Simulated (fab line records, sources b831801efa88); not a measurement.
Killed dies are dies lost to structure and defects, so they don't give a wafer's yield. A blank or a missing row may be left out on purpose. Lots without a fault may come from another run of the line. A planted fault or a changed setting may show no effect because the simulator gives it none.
One fault seen from 2 desks | flow gf180mcu | each desk has only its own numbers; what lay behind them comes last

THE TOOL OWNER'S DESK: cvd_w-02
The tool's own readings at GF_V1_CVD_23 (deposits W, target thk 350 nm, time 105.05 s): means of the sampled wafers that have a number, for each lot that ran on this tool. A lot is out of limits, marked OUT, if its mean lies more than 4 standard deviations from the usual mean; the brackets give that distance.
Columns: A = heater_power_w at GF_V1_CVD_23, usual 832 W; B = susceptor_temp_C at GF_V1_CVD_23, usual 399.96 C
lot  | first seen here | A   | B
L511 | day 18 13:46    | 846 | 400.09
L517 | day 21 00:50    | 858 | 399.73
L527 | day 24 06:47    | 811 | 400.13
L530 | day 25 09:05    | 810 | 400.26
L531 | day 25 16:53    | 805 | 399.79
This desk's finding: nothing out of limits on any of the 5 lots.

THE METROLOGY DESK
What the gauges read, lot by lot, whatever tool the lot ran on: means of the sampled wafers that have a number. A lot is out of limits, marked OUT, if its mean lies more than 4 standard deviations from the usual mean; the brackets give that distance.
Columns: A = M1_OVL at GF_M1_OVL_MEAS_15, usual 0 nm; B = V1_W_RS at GF_V1_RS_MEAS_24, usual 0.329 ohm/sq; C = V1_W_THK at GF_V1_THK_MEAS_25, usual 342 nm
lot  | first seen here | A  | B                | C
L510 | day 17 09:35    | -3 | 0.329            | 340
L511 | day 17 11:49    | 1  | 0.330            | 340
L514 | day 18 15:14    | -0 | 0.327            | 347
L515 | day 19 10:02    | -3 | 0.327            | 344
L517 | day 19 22:11    | -2 | 0.327            | 346
L518 | day 20 04:53    | -4 | 0.325            | 348
L521 | day 21 08:34    | -2 | 0.327            | 347
L527 | day 23 05:46    | 3  | 0.329            | 342
L530 | day 24 08:35    | -4 | 0.344 (+4.2) OUT | 329
L531 | day 24 17:49    | 3  | 0.342            | 330
L532 | day 24 22:25    | -5 | 0.327            | 345
This desk's finding: out of limits on L530; first on L530, day 25 09:13 (V1_W_RS at GF_V1_RS_MEAS_24). In limits: L510, L511, L514, L515, L517, L518, L521, L527, L531, L532.

PUT TOGETHER
The metrology desk could have raised an alarm at day 25 09:13, on L530.
The tool owner's desk saw nothing out of limits.
The tool owner's desk has L530 on record, within its limits.
Of the lots named, all ran GF_V1_CVD_23 on cvd_w-02.

WHAT THE SIMULATOR HAD PUT IN
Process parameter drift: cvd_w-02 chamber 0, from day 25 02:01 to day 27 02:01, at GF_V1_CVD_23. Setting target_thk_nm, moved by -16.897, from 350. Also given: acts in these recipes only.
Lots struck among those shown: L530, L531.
Hours from the fault's start to each desk's first reading out of limits: the metrology desk, 7.
